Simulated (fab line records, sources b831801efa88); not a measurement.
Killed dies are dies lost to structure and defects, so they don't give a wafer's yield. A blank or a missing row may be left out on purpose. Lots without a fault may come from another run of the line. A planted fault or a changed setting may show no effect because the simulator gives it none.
Tool commonality check | flow gf180mcu | 12 lots, 36 wafers sampled

WHY IT WAS OPENED
At GF_MVSD_TW_MEAS_11 the reading MVSD_TW is flagged on 2 of 12 lots. Wafers without a fault read 1576, standard deviation 13.
Rule: a lot is flagged when every wafer of it that has a number lies more than 4 standard deviations from that mean, or none has a number. The other lots count as sound.

lot  | measured    | on            | MVSD_TW, wafer by wafer | flag
L107 | day 4 14:06 | film_metro-01 | 1583 1571 1580          |
L108 | day 5 07:01 | film_metro-03 | 1598 1583 1596          |
L111 | day 5 13:27 | film_metro-01 | 1575 1579 1579          |
L112 | day 5 22:09 | film_metro-03 | 1587 1591 1589          |
L114 | day 6 07:29 | film_metro-04 | 1570 1570 1558          |
L116 | day 6 15:08 | film_metro-03 | 1584 1587 1589          |
L117 | day 6 17:50 | film_metro-03 | 1592 1588 1589          |
L123 | day 8 06:28 | film_metro-04 | 1781 1771 1780          | FLAGGED
L126 | day 9 00:01 | film_metro-03 | 1806 1815 1810          | FLAGGED
L127 | day 9 05:39 | film_metro-04 | 1562 1559 1555          |
L129 | day 9 17:10 | film_metro-04 | 1551 1556 1562          |
L130 | day 9 22:40 | film_metro-01 | 1587 1595 1582          |
The numbers of the flagged lots are 1794 on average: +218 against the usual, or +17 standard deviations.

WHICH TOOL RAN EACH LOT
The record holds 1 process step before the reading, out of a route of 602 steps. In each cell: the tool, then ch and the chambers that the sampled wafers went through, then the start.
lot  | flag    | GF_MVSD_IMPLANT_08
L107 |         | implanter-01 ch 0, day 4 13:42
L108 |         | implanter-02 ch 0, day 5 06:37
L111 |         | implanter-02 ch 0, day 5 13:03
L112 |         | implanter-01 ch 0, day 5 21:45
L114 |         | implanter-01 ch 0, day 6 07:07
L116 |         | implanter-01 ch 0, day 6 14:44
L117 |         | implanter-01 ch 0, day 6 17:27
L123 | FLAGGED | implanter-01 ch 0, day 8 06:05
L126 | FLAGGED | implanter-01 ch 0, day 8 23:37
L127 |         | implanter-03 ch 0, day 9 05:15
L129 |         | implanter-02 ch 0, day 9 16:46
L130 |         | implanter-02 ch 0, day 9 22:16
What these steps do:
- GF_MVSD_IMPLANT_08
- GF_MVSD_TW_MEAS_11

FLAGGED OVER TOTAL, TOOL BY TOOL (the gauges that took the reading come last)
step               | tool          | lots run | flagged | share of the flagged lots | sound lots run after its first flagged lot
GF_MVSD_IMPLANT_08 | implanter-01  | 7        | 2       | all                       | 0
GF_MVSD_IMPLANT_08 | implanter-02  | 4        | 0       | none                      | -
GF_MVSD_IMPLANT_08 | implanter-03  | 1        | 0       | none                      | -
GF_MVSD_TW_MEAS_11 | film_metro-01 | 3        | 0       | none                      | -
GF_MVSD_TW_MEAS_11 | film_metro-03 | 5        | 1       | some                      | 0
GF_MVSD_TW_MEAS_11 | film_metro-04 | 4        | 1       | some                      | 2 (L127,L129)

WHAT THE TABLE ALLOWS
1 row of the table ran every flagged lot: implanter-01 at GF_MVSD_IMPLANT_08.
- implanter-01 at GF_MVSD_IMPLANT_08: 2 of its 7 lots flagged. Its last sound lot is L117 (day 6 17:27), its first flagged lot L123 (day 8 06:05): a fault that began between those two fits. Its own readings lie more than 4 standard deviations out on every wafer of the flagged lots: dose_ions_cm2, faraday_current_uA.
One tool is left: implanter-01 at GF_MVSD_IMPLANT_08.

WHAT THE SIMULATOR HAD PUT IN
Process parameter drift: implanter-01, from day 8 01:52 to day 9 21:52, at GF_MVSD_IMPLANT_08. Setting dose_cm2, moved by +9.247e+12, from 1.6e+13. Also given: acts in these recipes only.
Lots struck among those shown: L123, L126. The rule above found the same.
